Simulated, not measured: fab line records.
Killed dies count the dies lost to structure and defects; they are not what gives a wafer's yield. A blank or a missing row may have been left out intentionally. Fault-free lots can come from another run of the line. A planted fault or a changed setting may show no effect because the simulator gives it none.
Chamber matching | flow sky130 | SKY_FIELD_ISO_ETCH_17 on rie-si-01 has 4 sister chambers
The step etches Si in HBr/Cl2/O2, target depth 342 nm, time 97.7 s. 14 wafers are shown with their chamber, then 7 later ones without.

== WAFERS, EACH WITH ITS CHAMBER ==
wafer  | chamber | oes-product-au (a.u.) | throttle-valve-pct (%)
L714.1 | 0       | 0.999                 | 25.664
L714.3 | 2       | 1.008                 | 25.669
L714.5 | 2       | 0.997                 | 25.638
L716.3 | 2       | 0.996                 | 25.658
L716.4 | 1       | 1.010                 | 25.623
L716.5 | 1       | 1.016                 | 25.661
L719.3 | 1       | 1.026                 | 25.655
L719.4 | 0       | 1.013                 | 25.654
L719.6 | 3       | 1.007                 | 25.667
L724.1 | 3       | 1.007                 | 25.658
L724.2 | 1       | 1.005                 | 25.662
L724.3 | 0       | 1.007                 | 25.671
L726.3 | 1       | 0.997                 | 25.667
L726.4 | 2       | 1.002                 | 25.658

SIGNATURES (averages over the wafers above)
reading            | chamber 0 | chamber 1 | chamber 2 | chamber 3 | scatter within a chamber
oes-product-au     | 1.00633   | 1.01080   | 1.00075   | 1.00700   | 0.0082
throttle-valve-pct | 25.66300  | 25.65360  | 25.65575  | 25.66250  | 0.0139
Rule: a wafer's distance from a chamber is the root of the sum, over the readings, of the square of ((its reading less the chamber's mean) divided by the reading's scatter). If the next closest chamber is less than 2 further off than the closest, the wafer can't be placed; otherwise it belongs to the closest. The scatter: take each reading less its chamber's mean, square it, sum over the shown wafers, divide by the number of wafers less the number of chambers, and take the root.

== WAFERS WHOSE CHAMBER IS MISSING ==
wafer  | oes-product-au (a.u.) | throttle-valve-pct (%)
L726.6 | 1.000                 | 25.662
L731.2 | 1.011                 | 25.649
L731.5 | 1.005                 | 25.652
L731.6 | 1.008                 | 25.660
L733.2 | 0.999                 | 25.665
L733.3 | 1.013                 | 25.658
L733.4 | 1.020                 | 25.646

== CHAMBER TAKEN BY EACH ==
wafer  | from the rows above               | in truth
L726.6 | can't be placed: 2 or 0 or 3 or 1 | 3
L731.2 | can't be placed: 1 or 3 or 0 or 2 | 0
L731.5 | can't be placed: 2 or 1 or 3 or 0 | 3
L731.6 | can't be placed: 3 or 0 or 1 or 2 | 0
L733.2 | can't be placed: 2 or 0 or 3 or 1 | 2
L733.3 | can't be placed: 1 or 3 or 0 or 2 | 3
L733.4 | can't be placed: 1 or 3 or 0 or 2 | 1
0 of 7 placed correctly. Not placeable from these rows: 7 (in 7, the candidates include the true chamber). Number placed wrongly: 0.
